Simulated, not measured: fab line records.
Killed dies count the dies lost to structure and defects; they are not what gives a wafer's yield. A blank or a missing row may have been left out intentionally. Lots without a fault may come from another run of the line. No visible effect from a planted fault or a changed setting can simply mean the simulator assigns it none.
Struck lot and sound lot, side by side ; flow gf180mcu ; 36 out of 602 route steps
Sound: wafers L907.3, L907.5, L907.6. Wafers L919.1, L919.5, L919.6 were the ones struck. The cause is named last.
Each step with rows lists, per side, the tool, then ch with its chambers, then its first start. Under that, the readings that differ: sound wafers ; struck wafers ; difference of the means ; sigmas: that difference in standard deviations of wafers without a fault.
alike: same words and numbers on both sides, and readings whose means sit less than 2 such deviations apart. not compared: any withheld reading, any reading some wafer has no value for, any bound like >300 that may hide the same value, and any number with overlapping values for which the record gives no deviation.
The two part at a step that has a row with sigmas, a row that says differs or no value, or rows on one side only. Numbers that have no deviation but don't overlap get no sigmas and don't part them. A reading that every wafer of one side lacks parts them only if that side has two wafers or more.

GF_HV_LDD_STRIP_49: strips in O2/N2.
  sound on plasma_asher-02 ch 0,1, day 12 16:10; struck on plasma_asher-02 ch 0,1, day 16 23:23
  alike: drypump_motor_current_A, heater_power_w, oes_product_au, platen_temp_c, strip_time_to_endpoint_s
  not compared: rf_hours_counter_h
GF_HV_LDD_TW_MEAS_50:
  struck on film_metro-04, day 16 23:29; sound on film_metro-01, day 12 16:15
  alike: HV_LDD_4_TW
then, 1 step without rows for these wafers: GF_HV_LDD_CLEAN_51 (cleans in SC1/SC2, time 150 s).
GF_HV_LDD_RTA_52: time 10 s.
  sound on rtp_anneal-01 ch 0, day 12 16:22; struck on rtp_anneal-02 ch 0, day 16 23:35
reading;sound;struck;difference;sigmas
lamp_power_pct (%);33.2 33.2 33.3;28.5 28.5 28.5;-4.7;-2
wafer_temp_C_max;1010.8 1006.4 1007.2;1002.6 1003.3 1002.8;-5.2;-2
  alike: chamber_o2_ppm
GF_HV_LDD_RS_MEAS_53: measurement is done with a four-point probe.
  struck on film_metro-02, day 16 23:40; sound on film_metro-04, day 12 16:27
  alike: HV_LDD_RS
then, 1 step without rows for these wafers: GF_HV_LDD_CVD_54 (deposits SiO2 from TEOS, target thk 10 nm, time 75 s).
GF_HV_LDD_THK_MEAS_55:
  struck on film_metro-04, day 17 00:48; sound on film_metro-04, day 12 17:34
  alike: HV_LDD_CVD_54_THK
then, 1 step without rows for these wafers: GF_HV_LDD_CVD_56 (deposits Si3N4 from DCS/NH3, target thk 90 nm, time 1543 s).
GF_HV_LDD_THK_MEAS_57:
  struck on film_metro-01, day 17 02:17; sound on film_metro-04, day 12 19:04
  alike: HV_LDD_CVD_56_THK
GF_HV_LDD_ETCHBACK_58: etches Si3N4 in CH3F/O2, stops on SiO2, time 100 s, target depth 90 nm.
  sound on rie_diel-02 ch 0,1, day 12 19:06; struck on rie_diel-02 ch 2,3, day 17 02:21
  alike: drypump_motor_current_A, oes_product_au, throttle_valve_pct
  not compared: rf_hours_counter_h
then, 2 steps without rows for these wafers: GF_NSD_DEHYDRATE_00 (time 60 s); GF_NSD_HMDS_01 (prime time 60 s).
GF_NSD_COAT_02: resist thk 1000 nm.
  struck on litho_track-01, day 17 13:11; sound on litho_track-03 ch 0, day 13 04:02
  no value came back on the struck wafers for chill_plate_temp_C (C), dispense_pressure_kPa (kPa); on the sound wafers chill_plate_temp_C (C) reads 22.88 22.89 23.04
then, 4 steps without rows for these wafers: GF_NSD_SOFTBAKE_03 (time 60 s); GF_NSD_EXPOSE_04 (exposes mask Nplus, target cd 400 nm); GF_NSD_PEB_05; GF_NSD_DEVELOP_06 (develop time 60 s).
GF_NSD_CD_MEAS_07: the cd target is 400 nm.
  struck on cd_sem-02, day 18 01:14; sound on cd_sem-01, day 13 14:25
reading;sound;struck;difference;sigmas
cd_nm (nm);399.0 398.1 398.6;- - -;no value on the struck wafers;
GF_NSD_OVL_MEAS_08:
  struck on overlay-01, day 18 01:22; sound on overlay-02, day 13 14:31
reading;sound;struck;difference;sigmas
NSD_OVL (nm);1.8 -0.2 -0.3;- - -;no value on the struck wafers;
then, 2 steps without rows for these wafers: GF_NSD_IMPLANT_09; GF_NSD_IMPLANT_10.
GF_NSD_STRIP_11: strips in O2/N2.
  sound on plasma_asher-01 ch 0,1, day 13 14:52; struck on plasma_asher-01 ch 0,1, day 18 01:42
  no value came back on the struck wafers for oes_product_au (a.u.), strip_time_to_endpoint_s (s); on the sound wafers oes_product_au (a.u.) reads 0.492 0.483 0.491
reading;sound;struck;difference;sigmas
platen_temp_c (C);249.35 249.52 249.83;249.90 250.20 249.94;+0.45;+2
  alike: drypump_motor_current_A, heater_power_w
  not compared: rf_hours_counter_h
GF_NSD_TW_MEAS_12:
  struck on film_metro-03, day 18 01:48; sound on film_metro-02, day 13 14:58
  alike: NSD_TW
then, 7 steps without rows for these wafers: GF_PSD_DEHYDRATE_00 (time 60 s); GF_PSD_HMDS_01 (prime time 60 s); GF_PSD_COAT_02 (resist thk 1000 nm); GF_PSD_SOFTBAKE_03 (time 60 s); GF_PSD_EXPOSE_04 (exposes mask Pplus, target cd 400 nm); GF_PSD_PEB_05; GF_PSD_DEVELOP_06 (develop time 60 s).
GF_PSD_CD_MEAS_07: the cd target is 400 nm.
  struck on cd_sem-01, day 19 00:52; sound on cd_sem-01, day 14 11:16
  alike: cd_nm
GF_PSD_OVL_MEAS_08:
  struck on overlay-01, day 19 00:59; sound on overlay-01, day 14 11:22
  alike: PSD_OVL
then, 1 step without rows for these wafers: GF_PSD_IMPLANT_09.
GF_PSD_STRIP_10: strips in O2/N2.
  sound on plasma_asher-01 ch 0,1, day 14 11:34; struck on plasma_asher-01 ch 0,1, day 19 01:10
reading;sound;struck;difference;sigmas
strip_time_to_endpoint_s (s);16.62 16.57 16.60;16.52 16.47 16.48;-0.11;-3
  alike: drypump_motor_current_A, heater_power_w, oes_product_au, platen_temp_c
  not compared: rf_hours_counter_h
GF_PSD_TW_MEAS_11:
  struck on film_metro-02, day 19 01:16; sound on film_metro-02, day 14 11:39
reading;sound;struck;difference;sigmas
PSD_TW;3194 3200 3174;4259 4263 4286;+1080;+42
then, 1 step without rows for these wafers: GF_PSD_CLEAN_12 (cleans in SC1/SC2, time 150 s).

## WHERE THEY PART
Last at GF_PSD_TW_MEAS_11 as far as this record goes, first at GF_HV_LDD_RTA_52.

WHY: what the simulator had put in
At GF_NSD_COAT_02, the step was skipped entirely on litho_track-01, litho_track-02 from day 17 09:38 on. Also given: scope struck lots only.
